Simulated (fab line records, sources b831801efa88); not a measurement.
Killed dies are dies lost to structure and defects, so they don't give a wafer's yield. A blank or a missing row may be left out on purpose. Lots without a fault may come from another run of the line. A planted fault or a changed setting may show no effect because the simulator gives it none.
Which tool did it? | flow sky130 | 15 lots, 45 wafers sampled, at 3 steps of a route of 708

WHAT THE GAUGES READ, wafer by wafer
SKY_NWELL_RS_MEAS_29: measures by four-point-probe. Usual: NWELL_RS 624.6 ohm/sq, standard deviation 2.
lot  | measured     | on            | NWELL_RS (ohm/sq) | flag
L437 | day 5 03:19  | film_metro-02 | 626.9 626.1 628.6 |
L438 | day 5 11:17  | film_metro-02 | 625.3 625.0 625.8 |
L439 | day 5 15:20  | film_metro-02 | 624.3 623.9 623.0 |
L440 | day 6 05:19  | film_metro-04 | 619.7 619.7 621.4 |
L442 | day 6 16:53  | film_metro-04 | 626.3 626.3 626.4 |
L443 | day 6 21:29  | film_metro-04 | 622.5 623.5 624.0 |
L445 | day 7 09:52  | film_metro-03 | 623.0 625.0 624.1 |
L446 | day 8 00:59  | film_metro-03 | 626.3 626.6 626.7 |
L447 | day 8 04:11  | film_metro-02 | 624.1 622.9 625.0 |
L452 | day 9 03:51  | film_metro-04 | 623.6 622.4 624.3 |
L454 | day 9 16:22  | film_metro-04 | 654.1 653.6 653.5 | OFF
L455 | day 9 18:34  | film_metro-04 | 648.8 648.9 651.1 | OFF
L456 | day 10 08:50 | film_metro-03 | 647.7 645.9 648.7 | OFF
L459 | day 10 23:44 | film_metro-02 | 621.5 623.4 622.2 |
L460 | day 11 03:56 | film_metro-02 | 626.1 624.3 623.6 |

SKY_VT_ADJUST_PCH_OVL_MEAS_07. Usual: VT_ADJUST_PCH_OVL -1.2 nm, standard deviation 1.5.
lot  | measured     | on         | VT_ADJUST_PCH_OVL (nm) | flag
L437 | day 10 02:20 | overlay-02 | -0.2 -1.2 -1.3         |
L438 | day 10 14:13 | overlay-01 | -2.7 -2.5 -3.1         |
L439 | day 10 19:20 | overlay-02 | -3.9 -0.8 -0.7         |
L440 | day 11 12:16 | overlay-01 | -1.8 -3.3 -1.8         |
L442 | day 12 03:12 | overlay-01 | -1.5 -1.3 2.1          |
L443 | day 12 08:55 | overlay-01 | -0.8 -0.7 -2.5         |
L445 | day 13 00:37 | overlay-02 | -0.4 -0.7 -0.8         |
L446 | day 13 19:53 | overlay-01 | 0.7 1.0 -1.1           |
L447 | day 13 23:59 | overlay-01 | 1.1 -2.7 -0.7          |
L452 | day 15 05:40 | overlay-01 | -1.4 -3.9 -3.5         |
L459 | day 17 10:43 | overlay-01 | -2.9 -1.5 -2.6         |
L460 | day 17 17:01 | overlay-01 | -1.5 -0.6 -1.7         |

WHICH TOOL RAN EACH LOT (tool, then ch and the chambers of the sampled wafers, then the start)
lot  | SKY_NWELL_IMPLANT_13
L437 | implanter-01 ch 0, day 4 10:25
L438 | implanter-03 ch 0, day 4 17:45
L439 | implanter-03 ch 0, day 4 21:26
L440 | implanter-03 ch 0, day 5 10:07
L442 | implanter-03 ch 0, day 5 21:30
L443 | implanter-02 ch 0, day 6 02:21
L445 | implanter-03 ch 0, day 6 14:43
L446 | implanter-03 ch 0, day 7 04:58
L447 | implanter-01 ch 0, day 7 07:36
L452 | implanter-01 ch 0, day 8 05:40
L454 | implanter-03, day 8 18:48
L455 | implanter-03, day 8 20:46
L456 | implanter-03, day 9 10:08
L459 | implanter-01 ch 0, day 10 00:40
L460 | implanter-03 ch 0, day 10 04:33
- SKY_NWELL_IMPLANT_13

WHAT THE TOOLS THEMSELVES READ (means of the sampled wafers that have a number; where no wafer has one, the mark that the record gives instead)
SKY_NWELL_IMPLANT_13. Usual: beam_energy_keV 49.997, standard deviation 0.016; beam_on_s 10.01 s, standard deviation 0.21.
lot  | tool         | beam_energy_keV | beam_on_s (s) | flag
L437 | implanter-01 | 49.999          | 10.31         |
L438 | implanter-03 | 50.013          | 10.04         |
L439 | implanter-03 | 49.992          | 10.18         |
L440 | implanter-03 | 49.978          | 9.92          |
L442 | implanter-03 | 49.993          | 10.22         |
L443 | implanter-02 | 49.996          | 10.12         |
L445 | implanter-03 | 49.992          | 10.04         |
L446 | implanter-03 | 49.995          | 10.13         |
L447 | implanter-01 | 49.975          | 9.98          |
L452 | implanter-01 | 50.005          | 10.01         |
L454 | implanter-03 | -               | -             | OFF
L455 | implanter-03 | -               | -             | OFF
L456 | implanter-03 | -               | -             | OFF
L459 | implanter-01 | 49.984          | 10.02         |
L460 | implanter-03 | 49.974          | 9.97          |

THE ANSWER, worked out from the rows above alone
Rule: a lot is off if the mean of its wafers that have a number lies more than 3 standard deviations from the usual mean. A lot without any number at a reading at which 4 lots or more have one is off too. The other lots that the step has rows for count as sound. The gauges are gone through in route order, then the tools' own readings, and for those a lot's mean is taken as printed above. The first step at which some lot is off is used, and at that step the reading that is off furthest; a lot without a number counts as furthest.
Off: L454, L455, L456, at SKY_NWELL_RS_MEAS_29 (NWELL_RS).
A tool fits if, at a process step before that reading, it ran every lot that is off, and no sound lot after the first of them. The gauges at SKY_NWELL_RS_MEAS_29 aren't tried: what is off there is off at SKY_NWELL_IMPLANT_13 too, on other tools, and a gauge's error can't cause that. None of those tried fits.

WHAT THE SIMULATOR HAD PUT IN
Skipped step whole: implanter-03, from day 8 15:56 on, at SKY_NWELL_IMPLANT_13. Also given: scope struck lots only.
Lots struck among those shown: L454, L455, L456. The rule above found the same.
